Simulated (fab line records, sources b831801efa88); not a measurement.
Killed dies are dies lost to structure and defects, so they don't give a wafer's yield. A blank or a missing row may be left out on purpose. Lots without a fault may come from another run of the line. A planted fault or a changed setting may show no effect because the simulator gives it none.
Which tool did it? | flow gf180mcu | 24 lots, 72 wafers sampled, at 6 steps of a route of 602

WHAT THE GAUGES READ, wafer by wafer
GF_CONTACT_THK_MEAS_03.
lot  | measured     | on            | CONTACT_CVD_02_THK (nm)
L074 | day 14 23:56 | film_metro-01 | 859 854 864
L076 | day 15 23:26 | film_metro-01 | 849 839 868
L075 | day 16 00:03 | film_metro-03 | 851 865 872
L077 | day 16 08:55 | film_metro-02 | 843 861 864
L078 | day 16 18:10 | film_metro-01 | 851 857 866
L079 | day 16 22:44 | film_metro-01 | 840 847 857
L080 | day 17 04:23 | film_metro-02 | 845 851 869
L081 | day 17 19:34 | film_metro-03 | 845 863 851
L082 | day 18 01:53 | film_metro-02 | 844 853 855
L083 | day 18 09:16 | film_metro-03 | 853 849 859
L084 | day 18 17:11 | film_metro-02 | 856 866 881
L085 | day 19 03:38 | film_metro-02 | 855 869 863
L086 | day 19 13:28 | film_metro-01 | 849 852 872
L087 | day 19 20:20 | film_metro-01 | 851 844 858
L088 | day 20 05:21 | film_metro-03 | 867 857 869
L089 | day 20 13:58 | film_metro-02 | 851 850 852
L090 | day 20 20:52 | film_metro-02 | 854 849 848
L091 | day 21 08:16 | film_metro-03 | 843 870 876
L092 | day 21 19:42 | film_metro-03 | 860 866 862
L093 | day 22 07:14 | film_metro-03 | 856 860 870
L094 | day 22 10:40 | film_metro-01 | 857 869 865
L095 | day 22 13:53 | film_metro-01 | 856 859 876
L096 | day 22 17:27 | film_metro-03 | 868 864 880
L097 | day 23 07:46 | film_metro-03 | 850 866 868

GF_V1_THK_MEAS_01.
lot  | measured     | on            | V1_CVD_00_THK (nm)
L074 | day 16 22:48 | film_metro-04 | 597 599 603
L076 | day 17 23:55 | film_metro-02 | 598 596 593
L075 | day 18 01:28 | film_metro-01 | 594 604 600
L077 | day 18 09:55 | film_metro-01 | 601 597 597
L078 | day 18 20:11 | film_metro-02 | 600 595 594
L079 | day 19 00:04 | film_metro-04 | 593 590 597
L080 | day 19 06:13 | film_metro-04 | 599 602 614
L081 | day 19 23:02 | film_metro-01 | 605 597 608
L082 | day 20 04:26 | film_metro-04 | 593 587 595
L083 | day 20 12:32 | film_metro-04 | 598 599 600
L084 | day 20 20:04 | film_metro-04 | 599 603 596
L085 | day 21 07:05 | film_metro-01 | 591 589 590
L086 | day 21 15:16 | film_metro-01 | 598 594 591
L087 | day 22 00:02 | film_metro-02 | 595 598 595
L088 | day 22 07:47 | film_metro-02 | 601 606 607
L089 | day 22 15:54 | film_metro-01 | 597 595 593
L090 | day 22 22:49 | film_metro-04 | 584 591 591
L091 | day 23 10:14 | film_metro-02 | 590 591 591
L092 | day 23 20:04 | film_metro-04 | 588 592 587
L093 | day 24 07:06 | film_metro-04 | 582 587 592
L094 | day 24 10:53 | film_metro-04 | 599 597 598
L095 | day 24 12:56 | film_metro-01 | 591 598 587
L096 | day 24 16:55 | film_metro-01 | 595 595 593
L097 | day 25 06:25 | film_metro-02 | 601 608 598

GF_PASSIVATION_BOW_MEAS_14.
lot  | measured     | on            | PASSIVATION_BOW (um)
L074 | day 28 23:16 | film_metro-02 | 152 154 158
L076 | day 29 17:52 | film_metro-03 | 119 112 112
L075 | day 29 19:24 | film_metro-01 | 159 138 152
L077 | day 30 01:38 | film_metro-03 | 128 132 141
L078 | day 30 08:59 | film_metro-03 | 126 133 132
L079 | day 30 12:05 | film_metro-03 | 125 130 141
L080 | day 30 16:47 | film_metro-01 | 136 136 134
L081 | day 31 04:52 | film_metro-01 | 128 119 137
L082 | day 31 10:35 | film_metro-01 | 148 137 137
L083 | day 31 17:14 | film_metro-01 | 131 132 129
L084 | day 31 22:53 | film_metro-01 | 128 159 153
L085 | day 32 06:50 | film_metro-01 | 131 134 128
L086 | day 32 11:49 | film_metro-03 | 139 136 145
L087 | day 32 16:20 | film_metro-01 | 138 128 124
L088 | day 32 22:59 | film_metro-01 | 131 126 124
L089 | day 33 04:28 | film_metro-02 | 142 131 158
L090 | day 33 13:47 | film_metro-03 | 154 132 137
L091 | day 33 18:17 | film_metro-01 | 137 129 121
L092 | day 34 01:28 | film_metro-03 | 161 157 150
L093 | day 34 08:43 | film_metro-03 | 151 134 144
L094 | day 34 10:31 | film_metro-03 | 138 144 133
L095 | day 34 12:13 | film_metro-02 | 136 134 138
L096 | day 34 15:37 | film_metro-02 | 129 133 141
L097 | day 34 22:58 | film_metro-02 | 137 126 123

WHICH TOOL RAN EACH LOT (tool, then ch and the chambers of the sampled wafers, then the start)
lot  | GF_CONTACT_CVD_02               | GF_V3_ETCH_17                                 | GF_V5_CVD_02
L074 | pecvd-04 ch 1,2, day 14 23:52   | rie_diel-03 ch 0,2, day 26 02:29 or earlier   | pecvd-02 ch 1,2, day 26 02:29
L076 | pecvd-04 ch 0,2, day 15 23:22   | rie_diel-02 ch 0,2, day 27 02:14 or earlier   | pecvd-03 ch 0,1, day 27 02:14
L075 | pecvd-03 ch 1,2, day 15 23:58   | rie_diel-02 ch 1,2, day 27 02:35 or earlier   | pecvd-01 ch 0,2, day 27 02:35
L077 | pecvd-04 ch 0,1, day 16 08:50   | rie_diel-02 ch 0,1,3, day 27 10:13 or earlier | pecvd-02 ch 0,1, day 27 10:13
L078 | pecvd-02 ch 0,1, day 16 18:05   | rie_diel-04 ch 1,2,3, day 27 18:33 or earlier | pecvd-01 ch 0,2, day 27 18:33
L079 | pecvd-02 ch 1,2, day 16 22:40   | rie_diel-02 ch 0,1,2, day 27 21:10 or earlier | pecvd-01 ch 0,1, day 27 21:10
L080 | pecvd-02 ch 0,2, day 17 04:19   | rie_diel-04 ch 0,1,3, day 28 02:57 or earlier | pecvd-02 ch 0,1, day 28 02:57
L081 | pecvd-02 ch 0,1,2, day 17 19:30 | rie_diel-02 ch 2,3, day 28 16:59 or earlier   | pecvd-01 ch 0,2, day 28 16:59
L082 | pecvd-02 ch 1,2, day 18 01:49   | rie_diel-02 ch 0,2,3, day 28 22:10 or earlier | pecvd-03 ch 0,1,2, day 28 22:10
L083 | pecvd-04 ch 0,1,2, day 18 09:11 | rie_diel-04 ch 0,1,3, day 29 04:28 or earlier | pecvd-03 ch 0,1,2, day 29 04:28
L084 | pecvd-03 ch 0,1,2, day 18 17:07 | rie_diel-02 ch 1,2,3, day 29 11:31 or earlier | pecvd-02 ch 0,1,2, day 29 11:31
L085 | pecvd-02 ch 0,1,2, day 19 03:34 | rie_diel-04 ch 2,3, day 29 19:22 or earlier   | pecvd-03 ch 0,1,2, day 29 19:22
L086 | pecvd-04 ch 0,1, day 19 13:24   | rie_diel-02 ch 0,1,2, day 30 01:38 or earlier | pecvd-02 ch 0,1, day 30 01:38
L087 | pecvd-04 ch 0,1,2, day 19 20:15 | rie_diel-04 ch 0,1,2, day 30 08:06 or earlier | pecvd-02 ch 0,1,2, day 30 08:06
L088 | pecvd-03 ch 0,1,2, day 20 05:17 | rie_diel-03 ch 0,1,2, day 30 14:29 or earlier | pecvd-01 ch 0,1,2, day 30 14:29
L089 | pecvd-04 ch 0,1,2, day 20 13:53 | rie_diel-04 ch 0,1,3, day 30 20:49 or earlier | pecvd-01 ch 1,2, day 30 20:49
L090 | pecvd-03 ch 0,1,2, day 20 20:48 | rie_diel-04 ch 0,1,2, day 31 00:46 or earlier | pecvd-01 ch 0,1,2, day 31 00:46
L091 | pecvd-03 ch 0,1,2, day 21 08:11 | rie_diel-04 ch 0,1,2, day 31 11:49 or earlier | pecvd-03 ch 0,1,2, day 31 11:49
L092 | pecvd-04 ch 0,2, day 21 19:37   | rie_diel-03 ch 0,1, day 31 19:17 or earlier   | pecvd-01 ch 1,2, day 31 19:17
L093 | pecvd-03 ch 0,1, day 22 07:10   | rie_diel-02 ch 2,3, day 32 03:44 or earlier   | pecvd-02 ch 0,1, day 32 03:44
L094 | pecvd-03 ch 0,2, day 22 10:35   | rie_diel-04 ch 0,1,3, day 32 06:36 or earlier | pecvd-01 ch 1,2, day 32 06:36
L095 | pecvd-02 ch 0,1,2, day 22 13:49 | rie_diel-04 ch 0,3, day 32 08:21 or earlier   | pecvd-01 ch 1,2, day 32 08:21
L096 | pecvd-03 ch 0,1,2, day 22 17:23 | rie_diel-03 ch 1,2,3, day 32 11:17 or earlier | pecvd-01 ch 0,1,2, day 32 11:17
L097 | pecvd-03 ch 0,1, day 23 07:41   | rie_diel-02 ch 0,1,2, day 32 20:02 or earlier | pecvd-01 ch 0,1, day 32 20:02
- GF_CONTACT_CVD_02: deposits SiO2 from TEOS, target thk 860 nm, time 95.992 s.
- GF_V3_ETCH_17: etches SiO2 in C4F8/O2/Ar, stops on TiN, target depth 635 nm.
- GF_V5_CVD_02: deposits SiO2 from TEOS, target thk 1450 nm, time 163.28 s.

WHAT THE TOOLS THEMSELVES READ (means of the sampled wafers that have a number; where no wafer has one, the mark that the record gives instead)
GF_CONTACT_CVD_02.
lot  | tool     | heater_power_w (W)
L074 | pecvd-04 | 703
L076 | pecvd-04 | 796
L075 | pecvd-03 | 708
L077 | pecvd-04 | 772
L078 | pecvd-02 | 596
L079 | pecvd-02 | 576
L080 | pecvd-02 | 799
L081 | pecvd-02 | 692
L082 | pecvd-02 | 643
L083 | pecvd-04 | 742
L084 | pecvd-03 | 605
L085 | pecvd-02 | 629
L086 | pecvd-04 | 731
L087 | pecvd-04 | 712
L088 | pecvd-03 | 574
L089 | pecvd-04 | 738
L090 | pecvd-03 | 579
L091 | pecvd-03 | 616
L092 | pecvd-04 | 710
L093 | pecvd-03 | 618
L094 | pecvd-03 | 574
L095 | pecvd-02 | 675
L096 | pecvd-03 | 563
L097 | pecvd-03 | 568

GF_V3_ETCH_17.
lot  | tool        | oes_product_au (a.u.)
L074 | rie_diel-03 | 0.856
L076 | rie_diel-02 | 0.858
L075 | rie_diel-02 | 0.859
L077 | rie_diel-02 | 0.849
L078 | rie_diel-04 | 0.853
L079 | rie_diel-02 | 0.860
L080 | rie_diel-04 | 0.852
L081 | rie_diel-02 | 0.860
L082 | rie_diel-02 | 0.858
L083 | rie_diel-04 | 0.855
L084 | rie_diel-02 | 0.858
L085 | rie_diel-04 | 0.861
L086 | rie_diel-02 | 0.856
L087 | rie_diel-04 | 0.855
L088 | rie_diel-03 | 0.860
L089 | rie_diel-04 | 0.856
L090 | rie_diel-04 | 0.862
L091 | rie_diel-04 | 0.856
L092 | rie_diel-03 | 0.857
L093 | rie_diel-02 | 0.862
L094 | rie_diel-04 | 0.854
L095 | rie_diel-04 | 0.855
L096 | rie_diel-03 | 0.853
L097 | rie_diel-02 | 0.855

GF_V5_CVD_02.
lot  | tool     | heater_power_w (W)
L074 | pecvd-02 | 594
L076 | pecvd-03 | 612
L075 | pecvd-01 | 561
L077 | pecvd-02 | 595
L078 | pecvd-01 | 564
L079 | pecvd-01 | 539
L080 | pecvd-02 | 614
L081 | pecvd-01 | 512
L082 | pecvd-03 | 616
L083 | pecvd-03 | 626
L084 | pecvd-02 | 655
L085 | pecvd-03 | 623
L086 | pecvd-02 | 607
L087 | pecvd-02 | 606
L088 | pecvd-01 | 502
L089 | pecvd-01 | 592
L090 | pecvd-01 | 587
L091 | pecvd-03 | 606
L092 | pecvd-01 | 553
L093 | pecvd-02 | 658
L094 | pecvd-01 | 611
L095 | pecvd-01 | 581
L096 | pecvd-01 | 595
L097 | pecvd-01 | 500

THE ANSWER, worked out from the rows above alone
Rule: what is usual is taken from the lots themselves. Put in order of their means at a reading, lots are off if they are a third of the lots or fewer, leave a main group of 4 or more, and stand apart from it by a gap of 3 or more times the standard deviation of the main group's means; of several such gaps the widest counts. A main group whose means are all the same, to the digits that the tables above print for the reading, isn't used. A lot without any number at a reading at which 4 lots or more have one is off too. The other lots that the step has rows for count as sound. The gauges are gone through in route order, then the tools' own readings, and for those a lot's mean is taken as printed above. The first step at which some lot is off is used, and at that step the reading that is off furthest; a lot without a number counts as furthest.
No lot is off at any reading shown: from this, nothing can be told.

WHAT THE SIMULATOR HAD PUT IN
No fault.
